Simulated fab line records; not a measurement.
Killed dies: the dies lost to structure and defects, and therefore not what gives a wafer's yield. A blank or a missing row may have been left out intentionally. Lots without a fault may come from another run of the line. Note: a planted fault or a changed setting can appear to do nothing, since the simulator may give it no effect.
fab line records	flow sky130
record lots=12	wafers=36	lastDay=49
route steps=708 shown DNWELL@44 SONOS_ONO@170 METAL1@434 VIA2@527 PAD_OPEN@708
lots that met no fault: from a run of the same line without faults
startH: hours from the record's first day to the start of the lot's first wafer shown	waitH: hours since the lot's step before	" identical to the entry in the row above	L1.1+2: several wafers, shown together as one row	- either no value or no given start	* or withheld: withheld	< > ~ a bound
route shown NAME@n: a module of which the file shows steps, and the number in the route of the first	usual: mean/standard deviation taken from wafers without a fault	same: alike in all rows	chamber/n: place in a boat	sites: each site's reading	_std_site: standard deviation across them	_edge_site: inner sites' mean taken away from outer sites' mean	radiusMm: how far each site lies from the wafer's centre	mask NAME#n: copy n	behind: the last tool/chamber to shape the wafer	hold: why the lot went on hold/how many hours it stayed there/how the hold came to an end	device: transistor that didn't switch, given as n, p or np	end of line: at the end of the route, the tests of the same wafers	a step given without rows: its recipe and nothing more	killed: dies that structure and defects cost at the first sort, which is not the same as the wafer's yield	map: the dies of a wafer, with x for killed, . for not killed, _ for no die there
set.NAME: the run value of the setting; set.NAME@STEP: its run value at that earlier step	model.NAME: the simulator's own value behind a step, which no gauge read
the route's steps for a sample of lots (tables are steps, rows are wafers)
services: a tool's chamber out of use, with start hour (startH, from the record's first day; less than 0 if before it), hours out, and reason
## steps
# step SKY_DNWELL_TW_MEAS_09
# usual DNWELL_TW=1109/6.7
lot.wafer	tool	chamber	startH	waitH	DNWELL_TW
L775.2	filmMetro-03	-	56.96	0.1	1106
L775.3	"	-	"	"	1103
L775.6	"	-	"	"	1101
L776.1	filmMetro-02	-	65.15	0.1	1114
L776.3	"	-	"	"	1116
L776.4	"	-	"	"	1106
L777.1	filmMetro-03	-	70.54	0.1	1106
L777.4	"	-	"	"	1103
L777.5	"	-	"	"	1108
L779.3	filmMetro-04	-	88.09	0.1	1106
L779.4	"	-	"	"	1103
L779.6	"	-	"	"	1103
L781.3	filmMetro-02	-	89.46	0.1	1119
L781.4	"	-	"	"	1110
L781.6	"	-	"	"	1102
L780.1	filmMetro-04	-	89.67	0.1	1114
L780.4	"	-	"	"	1110
L780.5	"	-	"	"	1117
L783.2	filmMetro-02	-	101.81	0.1	1119
L783.5	"	-	"	"	1119
L783.6	"	-	"	"	1118
L785.1	filmMetro-02	-	110.40	0.1	1103
L785.5	"	-	"	"	1107
L785.6	"	-	"	"	1102
L790.3	filmMetro-02	-	140.84	0.1	1110
L790.4	"	-	"	"	1115
L790.6	"	-	"	"	1112
L791.1	filmMetro-02	-	143.79	0.1	1103
L791.2	"	-	"	"	1107
L791.4	"	-	"	"	1106
L792.3	filmMetro-03	-	147.49	0.1	1119
L792.5	"	-	"	"	1119
L792.6	"	-	"	"	1120
L793.1	filmMetro-03	-	155.44	0.1	1108
L793.2	"	-	"	"	1110
L793.6	"	-	"	"	1111
# step SKY_SONOS_ONO_CVD_02
# recipe material=Si3N4	precursor=DCS/NH3	targetThkNm=10.5	tempC=770	timeS=180	pressureMtorr=246.2
# usual pressureMtorr=246.0/0.53	spikeTcCentreC=770.2/2.4	zonePowerCentrePct=11.9/0.46
lot.wafer	tool	chamber	startH	waitH	pressureMtorr	spikeTcCentreC	zonePowerCentrePct
L775.2	lpcvd-02	0	261.46	1.3	246.4	771.1	11.3
L775.3	"	0	"	"	245.7	772.8	11.3
L775.6	"	0	"	"	246.7	771.2	11.3
L776.1	lpcvd-02	1	270.93	0.1	246.1	769.8	12.2
L776.3	"	1	"	"	247.1	768.1	12.3
L776.4	"	1	"	"	247.2	769.8	12.2
L777.1	lpcvd-02	1	275.13	0.7	245.8	770.4	12.5
L777.4	"	1	"	"	246.1	768.5	12.5
L777.5	"	1	"	"	246.0	769.0	12.3
L779.3	lpcvd-02	1	301.61	0.0	245.7	769.8	12.3
L779.4	"	1	"	"	245.4	768.6	12.5
L779.6	"	1	"	"	246.4	769.5	12.1
L780.1	lpcvd-02	0	305.95	0.2	245.7	772.9	11.4
L780.4	"	0	"	"	245.9	773.4	11.6
L780.5	"	0	"	"	246.1	771.6	11.5
L781.3	lpcvd-02	0	305.95	0.2	245.3	773.3	11.1
L781.4	"	0	"	"	246.1	771.9	11.3
L781.6	"	0	"	"	245.8	774.2	11.4
L783.2	lpcvd-02	1	325.03	1.1	245.8	768.5	12.4
L783.5	"	1	"	"	246.1	768.0	12.3
L783.6	"	1	"	"	245.7	767.9	12.3
L785.1	lpcvd-02	0	338.89	0.1	246.0	772.8	11.3
L785.5	"	0	"	"	245.9	772.3	11.2
L785.6	"	0	"	"	245.6	774.3	11.3
L790.3	lpcvd-02	0	380.68	1.4	245.1	773.1	11.3
L790.4	"	0	"	"	246.1	771.9	11.2
L790.6	"	0	"	"	246.0	770.9	11.4
L791.1	lpcvd-02	1	383.52	0.1	246.2	769.9	12.4
L791.2	"	1	"	"	246.0	768.0	12.4
L791.4	"	1	"	"	245.3	767.5	12.3
L792.3	lpcvd-02	1	390.08	0.0	245.7	782.4	16.2
L792.5	"	1	"	"	245.0	782.9	15.9
L792.6	"	1	"	"	245.0	783.9	16.1
L793.1	lpcvd-02	1	402.29	0.1	246.7	785.2	16.2
L793.2	"	1	"	"	246.1	784.6	15.9
L793.6	"	1	"	"	247.3	784.7	16.0
# step SKY_SONOS_ONO_THK_MEAS_03
# recipe reads=Si3N4_of_SONOS_ONO_CVD_02
# usual SONOS_ONO_CVD_02_THK=10.53/0.13
lot.wafer	tool	chamber	startH	waitH	SONOS_ONO_CVD_02_THK[nm]
L775.2	filmMetro-04	-	262.52	0.0	10.45
L775.3	"	-	"	"	10.45
L775.6	"	-	"	"	10.40
L776.1	filmMetro-04	-	271.98	0.0	10.68
L776.3	"	-	"	"	10.76
L776.4	"	-	"	"	10.80
L777.1	filmMetro-03	-	276.18	0.0	10.68
L777.4	"	-	"	"	10.50
L777.5	"	-	"	"	10.51
L779.3	filmMetro-01	-	302.68	0.0	10.83
L779.4	"	-	"	"	10.67
L779.6	"	-	"	"	10.65
L780.1	filmMetro-01	-	307.00	0.0	10.60
L780.4	"	-	"	"	10.67
L780.5	"	-	"	"	10.53
L781.3	filmMetro-04	-	307.02	0.0	10.55
L781.4	"	-	"	"	10.51
L781.6	"	-	"	"	10.52
L783.2	filmMetro-01	-	326.09	0.0	10.59
L783.5	"	-	"	"	10.63
L783.6	"	-	"	"	10.76
L785.1	filmMetro-03	-	339.94	0.0	10.36
L785.5	"	-	"	"	10.31
L785.6	"	-	"	"	10.45
L790.3	filmMetro-04	-	381.75	0.0	10.44
L790.4	"	-	"	"	10.52
L790.6	"	-	"	"	10.48
L791.1	filmMetro-01	-	384.57	0.0	10.53
L791.2	"	-	"	"	10.43
L791.4	"	-	"	"	10.42
L792.3	filmMetro-03	-	391.15	0.0	11.98
L792.5	"	-	"	"	12.01
L792.6	"	-	"	"	11.93
L793.1	filmMetro-04	-	403.34	0.0	11.71
L793.2	"	-	"	"	11.91
L793.6	"	-	"	"	11.82
# step SKY_METAL1_SPUTTER_00
# recipe material=Ti	targetThkNm=15	powerW=3000	timeS=10	chamberPressurePa=0.4
# usual throttleValvePct=29.9/0.96
lot.wafer	tool	chamber	startH	waitH	throttleValvePct
L775.2	pvdSputter-04	-	740.56	0.2	28.5
L775.3	"	-	"	"	29.4
L775.6	"	-	"	"	28.3
L776.1	pvdSputter-01	-	754.92	0.2	28.6
L776.3	"	-	"	"	30.3
L776.4	"	-	"	"	28.8
L777.1	pvdSputter-01	-	760.68	0.1	31.0
L777.4	"	-	"	"	28.7
L777.5	"	-	"	"	29.2
L779.3	pvdSputter-01	-	792.06	0.1	28.7
L779.4	"	-	"	"	31.0
L779.6	"	-	"	"	28.5
L781.3	pvdSputter-04	-	792.38	0.2	31.3
L781.4	"	-	"	"	29.4
L781.6	"	-	"	"	30.3
L780.1	pvdSputter-03	-	795.02	0.2	29.8
L780.4	"	-	"	"	29.6
L780.5	"	-	"	"	29.2
L783.2	pvdSputter-01	-	809.03	0.2	30.6
L783.5	"	-	"	"	28.5
L783.6	"	-	"	"	30.7
L785.1	pvdSputter-04	-	824.65	0.2	29.5
L785.5	"	-	"	"	30.7
L785.6	"	-	"	"	28.4
L790.3	pvdSputter-04	-	861.47	0.2	29.4
L790.4	"	-	"	"	30.8
L790.6	"	-	"	"	30.8
L791.1	pvdSputter-03	-	862.70	0.1	29.7
L791.2	"	-	"	"	30.9
L791.4	"	-	"	"	29.1
L792.3	pvdSputter-01	-	867.36	0.2	31.2
L792.5	"	-	"	"	31.3
L792.6	"	-	"	"	28.3
L793.1	pvdSputter-01	-	892.63	0.2	30.5
L793.2	"	-	"	"	31.2
L793.6	"	-	"	"	30.4
# step SKY_VIA2_SPUTTER_20
# recipe material=TiN	targetThkNm=20	chamberPressurePa=5	powerW=4000	timeS=80
# usual throttleValvePct=30.0/1.1
lot.wafer	tool	chamber	startH	waitH	throttleValvePct
L775.2	pvdSputter-03	-	851.93	0.0	30.6
L775.3	"	-	"	"	30.0
L775.6	"	-	"	"	31.0
L776.1	pvdSputter-02	-	864.98	0.0	28.6
L776.3	"	-	"	"	31.7
L776.4	"	-	"	"	31.5
L777.1	pvdSputter-02	-	871.88	0.0	28.5
L777.4	"	-	"	"	31.1
L777.5	"	-	"	"	31.7
L779.3	pvdSputter-03	-	902.86	0.0	30.2
L779.4	"	-	"	"	29.3
L779.6	"	-	"	"	29.6
L781.3	pvdSputter-02	-	902.98	0.0	31.3
L781.4	"	-	"	"	28.6
L781.6	"	-	"	"	32.0
L780.1	pvdSputter-01	-	904.19	0.0	28.8
L780.4	"	-	"	"	28.5
L780.5	"	-	"	"	31.2
L783.2	pvdSputter-01	-	917.86	0.0	29.0
L783.5	"	-	"	"	31.1
L783.6	"	-	"	"	28.3
L785.1	pvdSputter-03	-	932.38	0.0	29.5
L785.5	"	-	"	"	30.0
L785.6	"	-	"	"	29.3
L790.3	pvdSputter-01	-	967.01	0.0	30.5
L790.4	"	-	"	"	28.7
L790.6	"	-	"	"	28.3
L791.1	pvdSputter-02	-	967.89	0.0	31.6
L791.2	"	-	"	"	31.3
L791.4	"	-	"	"	29.1
L792.3	pvdSputter-01	-	971.94	0.0	29.2
L792.5	"	-	"	"	28.3
L792.6	"	-	"	"	31.0
L793.1	pvdSputter-01	-	996.21	0.0	30.7
L793.2	"	-	"	"	30.9
L793.6	"	-	"	"	30.6
# step SKY_PAD_OPEN_PROBE_99
# usual killed_at_M0_to_M3=44/6.8	killed_at_M4_up=3.1/1.9	killedAtContacts=25/5.9	killedAtFrontEnd=15/4.3	killedAtOther=0.2/0.51	killedDies=87/11	killedOnRim=17/3.6	killedOpen=47/7.9	killedShort=39/6.4
# same grossDies=492	killedAtBackSide=0
lot.wafer	tool	chamber	startH	waitH	killed_at_M0_to_M3	killed_at_M4_up	killedAtContacts	killedAtFrontEnd	killedAtOther	killedDies	killedOnRim	killedOpen	killedShort
L793.1	prober-01	-	1186.27	0.1	41	2	22	14	0	79	16	32	47
L793.2	prober-01	-	1186.32	0.1	42	2	16	17	0	77	18	48	29
L793.6	prober-01	-	1186.52	0.2	48	7	25	16	0	96	14	59	37
# killed by level:class
L793.1 METAL1:geometricParticle:short=8 VIA2:geometricParticle:open=8 LOCAL_INTERCONNECT:geometricParticle:short=7 POLY_GATE:geometricParticle:short=6 METAL2:geometricParticle:short=6 LI_CONTACT:geometricParticle:open=5 CONTACT:geometricParticle:open=5 VIA1:geometricParticle:open=5
L793.2 VIA2:geometricParticle:open=10 VIA1:geometricParticle:open=9 CONTACT:geometricParticle:open=7 METAL2:geometricParticle:short=6 POLY_GATE:geometricParticle:short=5 POLY_GATE:geometricParticle:open=5 VIA1:geometricParticle:short=5 LI_CONTACT:geometricParticle:open=4
L793.6 VIA2:geometricParticle:open=12 VIA1:geometricParticle:open=12 CONTACT:geometricParticle:open=11 VIA1:geometricParticle:short=8 POLY_GATE:geometricParticle:open=7 LI_CONTACT:geometricParticle:open=7 METAL4:geometricParticle:short=6 VIA3:geometricParticle:open=5
## services
tool	chamber	startH	hours	kind
lpcvd-02	-	239.18	2.8	pm
pvdSputter-03	-	261.26	0.8	repair
pvdSputter-02	-	262.96	4.7	repair
pvdSputter-03	-	274.56	4.8	repair
pvdSputter-04	-	316.08	2.1	repair
pvdSputter-01	-	316.61	4.8	repair
pvdSputter-01	-	326.37	1.0	repair
pvdSputter-03	-	376.88	2.1	repair
pvdSputter-03	-	478.75	1.3	repair
pvdSputter-04	-	489.65	1.7	repair
lpcvd-02	-	500.87	14.6	pm
pvdSputter-01	-	529.50	7.3	repair
pvdSputter-03	-	549.23	13.7	repair
pvdSputter-02	-	550.85	0.7	repair
pvdSputter-01	-	605.63	14.7	repair
pvdSputter-04	-	608.54	6.2	repair
pvdSputter-03	-	654.37	0.7	repair
pvdSputter-01	-	662.16	14.2	repair
pvdSputter-01	-	671.48	8.3	repair
pvdSputter-04	-	761.69	1.8	repair
pvdSputter-04	-	838.04	3.4	repair
pvdSputter-02	-	916.83	3.3	repair
pvdSputter-01	-	980.41	4.4	repair
pvdSputter-04	-	986.82	2.7	repair
## key
firstSign step=SKY_SONOS_ONO_CVD_02	reading=zonePowerCentrePct	direction=up	sigmas=9	usual=11.9	struck=16.1
effect step=SKY_SONOS_ONO_CVD_02	reading=spikeTcCentreC	direction=up	sigmas=5.8	usual=770.2	struck=784.0
effect step=SKY_SONOS_ONO_THK_MEAS_03	reading=SONOS_ONO_CVD_02_THK	direction=up	sigmas=10	usual=10.53	struck=11.89
metAt SKY_SONOS_ONO_CVD_02
struckLots L792,L793
struckWafers L792.3,L792.5,L792.6,L793.1,L793.2,L793.6
testerLeftOut L792,L793
notActingAt SKY_DNWELL_TW_MEAS_09,SKY_METAL1_SPUTTER_00,SKY_VIA2_SPUTTER_20
onsetBetween 383.52 390.08
fault kind=processParameterDrift	tool=lpcvd-02	chamber=1	onsetH=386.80	steps=SKY_SONOS_ONO_CVD_02	channel=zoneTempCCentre	offset=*	shape=step	endH=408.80
# testerLeftOut: of these lots the tester's yield and bins aren't shown, on N5 and GAA mostly nor the transistor test; their killed dies are dies lost to structure and defects alone, not to doping, threshold or leakage, so they don't give the yield
